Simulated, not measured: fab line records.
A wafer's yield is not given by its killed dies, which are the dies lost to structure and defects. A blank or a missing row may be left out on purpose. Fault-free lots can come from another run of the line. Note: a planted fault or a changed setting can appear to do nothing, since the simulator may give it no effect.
Comparing a struck lot with a sound one || flow gf180mcu || 18 out of 602 route steps
Sound: these wafers, L585.3, L585.5, L585.6. Struck: wafer L592.4 (left out: L592.2, L592.5 of the same lot, which were not struck); the cause appears at the end.
For every step that has rows: the tool of each side, followed by ch and its chambers, followed by its first start. Under that, the readings that differ: sound wafers || struck wafers || difference of the means || sigmas: that difference in standard deviations of wafers without a fault.
alike: same words and numbers on both sides, and readings whose means sit less than 2 such deviations apart. not compared: any withheld reading, any reading some wafer has no value for, any bound like >300 that may hide the same value, and any number with overlapping values for which the record gives no deviation.
Wherever a step has rows on one side only, a row that says differs or no value, or a row with sigmas, the two part there. When numbers do not overlap yet have no deviation, they are printed without sigmas and do not part them. A reading missing from all wafers of one side parts the sides only when that side holds two or more wafers.

first, 3 steps without rows for these wafers: GF_V1_EXPOSE_11 (exposes mask Via1, target cd 260 nm); GF_V1_PEB_12 (peb time 90 s); GF_V1_DEVELOP_13 (develop time 60 s).
GF_V1_CD_MEAS_14 targets a cd of 260 nm.
  sound on cd_sem-02 at day 19 04:36; struck on cd_sem-02 at day 22 16:59
  alike: cd_nm
GF_V1_OVL_MEAS_15:
  sound on overlay-01 at day 19 04:41; struck on overlay-02 at day 22 17:05
  alike: V1_OVL
GF_V1_ETCH_16: etches BARC in N2/H2.
  sound on rie_diel-04 ch 0,1,2, day 19 04:43; struck on rie_diel-02 ch 0, day 22 17:07
  alike: drypump_motor_current_A, oes_product_au, throttle_valve_pct
GF_V1_ETCH_17: etches SiO2 in C4F8/O2/Ar, stops on TiN, target depth 630 nm.
  sound on rie_diel-04 ch 0,1,2; struck on rie_diel-02 ch 0
  alike: oes_product_au
GF_V1_STRIP_18: strips in O2/N2.
  sound on plasma_asher-03 ch 0,1, day 19 04:53; struck on plasma_asher-04 ch 1, day 22 17:14
  alike: drypump_motor_current_A, heater_power_w, oes_product_au, platen_temp_c
  not compared: rf_hours_counter_h
then, 2 steps without rows for these wafers: GF_V1_STRIP_19 (strips in post etch residue remover, time 1200 s); GF_V1_CLEAN_20 (cleans in DIW).
GF_V1_SPUTTER_21: material Ti, target thk 15 nm, time 80.02 s.
  sound on pvd_sputter-02 at day 19 05:23; struck on pvd_sputter-03 at day 22 17:50
  alike: throttle_valve_pct
then, 1 step without rows for these wafers: GF_V1_SPUTTER_22 (material TiN, target thk 10 nm, time 40 s).
GF_V1_CVD_23: deposits W, target thk 350 nm, time 105.05 s.
  sound on cvd_w-01 ch 0,1, day 19 05:31; struck on cvd_w-02 ch 0, day 22 17:56
{"reading": "heater_power_w (W)", "sound": "695 792 683", "struck": 911, "difference": "+188", "sigmas": "+2"}
{"reading": "model.W_of_V1_CVD_23.thk_nm (nm)", "sound": "353.5 349.2 352.2", "struck": 526.3, "difference": "+174.7", "sigmas": ""}
GF_V1_RS_MEAS_24: a four-point-probe measurement.
  sound on film_metro-04 at day 19 05:38; struck on film_metro-03 at day 22 18:04
{"reading": "V1_W_RS (ohm/sq)", "sound": "0.324 0.328 0.325", "struck": 0.217, "difference": -0.109, "sigmas": -29}
GF_V1_THK_MEAS_25: measures by xrf.
  sound on film_metro-04 at day 19 05:44; struck on film_metro-03 at day 22 18:11
{"reading": "V1_W_THK (nm)", "sound": "359 358 361", "struck": 529, "difference": "+170", "sigmas": "+28"}
GF_V1_CMP_26: polishes, stops on SiO2, t overpolish 15 s, target thk 0 nm.
  sound on cmp-01 ch 1,2, day 19 05:50; struck on cmp-02 ch 2, day 22 18:14
{"reading": "time_to_endpoint_s (s)", "sound": "88 87 85", "struck": 115, "difference": "+28", "sigmas": "+5"}
  alike: motor_current_A
GF_M2_SPUTTER_00: material Ti, target thk 37.5 nm, time 150 s.
  sound on pvd_sputter-01 at day 19 06:05; struck on pvd_sputter-02 at day 22 18:32
  alike: throttle_valve_pct
then, 1 step without rows for these wafers: GF_PASSIVATION_PROBE_99.

## WHERE THEY PART
At GF_V1_CVD_23 first; at GF_V1_CMP_26 last (within this record only). Later steps at which nothing parts them and some readings are alike: GF_M2_SPUTTER_00.

WHY: what had been put in by the simulator
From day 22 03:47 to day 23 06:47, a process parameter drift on cvd_w-02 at GF_V1_CVD_23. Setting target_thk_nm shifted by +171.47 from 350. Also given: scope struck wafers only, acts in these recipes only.
